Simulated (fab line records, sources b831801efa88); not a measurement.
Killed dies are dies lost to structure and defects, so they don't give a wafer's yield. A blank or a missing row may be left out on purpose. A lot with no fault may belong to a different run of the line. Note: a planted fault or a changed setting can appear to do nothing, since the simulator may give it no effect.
Code-filled problem report in 8D (eight disciplines) form    flow sky130    the parts of the form that need people (team, actions taken, sign-off) are left out

1. PROBLEM STATEMENT
At SKY_PASSIVATION_ETCH_11, rfFwdPowerW averages 666.9 W over 3 wafers from 2 lots, while fault-free wafers read 796.5 W, standard deviation 2.5. Measured from the usual mean, that is -52 standard deviations.
The step: etches the open film in CF4/O2, stops on AlCu, target depth 725 nm, time 161.1 s.
Seen first at day 45 22:35 on rieDiel-04, wafer L825.4. At this step, 30 wafers from 10 lots have a number in the record. By rule, "out" or "out of limits" means more than 4 standard deviations away from the usual mean. Any other wafer with a number is counted as sound.

2. WHAT IT IS AND WHAT IT IS NOT
question                     is                         is not
which readings at this step  rfFwdPowerW, oesProductAu  drypumpMotorCurrentA
which lots                   L825, L827                 L829, L831, L833, L835, L837, L839, L841, L842
which wafers of those lots   L825.4, L825.6, L827.2     L825.1, L827.3, L827.4
read on which tools          rieDiel-04                 rieDiel-01, rieDiel-02
when                         from day 45 22:35          up to then (1 sound wafer); but 26 sound wafers of L827, L829, L831, L833, L835, L837, L839, L841, L842 came after

3. THE SUSPECTS, EACH WITH WHAT RULES IT OUT
Counting: if a tool at a process step up to the reading ran every lot that is out, it stays a suspect. Sound lots after the first of them don't rule it out here, since some wafers of a struck lot are sound.
- rieDiel-04 at SKY_PASSIVATION_ETCH_11 (etches the open film in CF4/O2, stops on AlCu, target depth 725 nm, time 161.1 s): kept. It ran every lot that is out, first L825 (day 45 22:35). Out on those wafers are its own readings of oesProductAu, rfFwdPowerW.
- At SKY_PASSIVATION_ETCH_11, inside rieDiel-04: chamber 3 took the wafers that are out, while their sound lot-mates went through chambers 0, 1, 2.
After counting, what remains is rieDiel-04 at SKY_PASSIVATION_ETCH_11.

4. THE CAUSE (what the simulator had put in)
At SKY_PASSIVATION_ETCH_11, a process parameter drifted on rieDiel-04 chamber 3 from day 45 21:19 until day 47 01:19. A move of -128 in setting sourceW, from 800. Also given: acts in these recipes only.
The count eliminated every tool but this one.

5. THE EFFECT CHAIN, in route order
Each row: a reading where the mean over the struck wafers with a number is more than 3 standard deviations away from the usual. Scope: only readings with a usual standard deviation given in the record; hours: median across lots of the time from each lot's start at the first step in this table that gives one to its start at this step; sigmas: change in usual standard deviations.
hours  step                      reading               usual       on struck wafers  change  sigmas
0      SKY_PASSIVATION_ETCH_11   oesProductAu          0.978 a.u.  0.915             -0.063  -9.1
0      SKY_PASSIVATION_ETCH_11   rfFwdPowerW           796.5 W     666.9             -129.6  -52
0      SKY_PASSIVATION_STRIP_12  stripTimeToEndpointS  31.52 s     32.25             +0.73   +6.6
24     SKY_PAD_OPEN_PROBE_99     defectLimitedYield    82.5 %      1.3               -81.2   -41
24     SKY_PAD_OPEN_PROBE_99     killedAtOther         0.2         392.7             +392.5  +99 or more
24     SKY_PAD_OPEN_PROBE_99     killedDies            86          486               +400    +41
24     SKY_PAD_OPEN_PROBE_99     killedOnRim           17          96                +79     +21
24     SKY_PAD_OPEN_PROBE_99     sort_bin_5_function   10.3 %      90.1              +79.8   +53
24     SKY_PAD_OPEN_PROBE_99     sortNPass             406         6                 -400    -41
24     SKY_PAD_OPEN_PROBE_99     sortYieldPct          82.5 %      1.3               -81.2   -41
Its process steps:
- SKY_PASSIVATION_ETCH_11: etches the open film in CF4/O2, stops on AlCu, target depth 725 nm, time 161.1 s.
- SKY_PASSIVATION_STRIP_12: strips in O2/N2.
- SKY_PAD_OPEN_PROBE_99

6. WHAT WOULD HAVE CAUGHT IT SOONER
In this record the first reading out of limits was taken at day 45 22:35, 1 hour after the fault began at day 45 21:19.
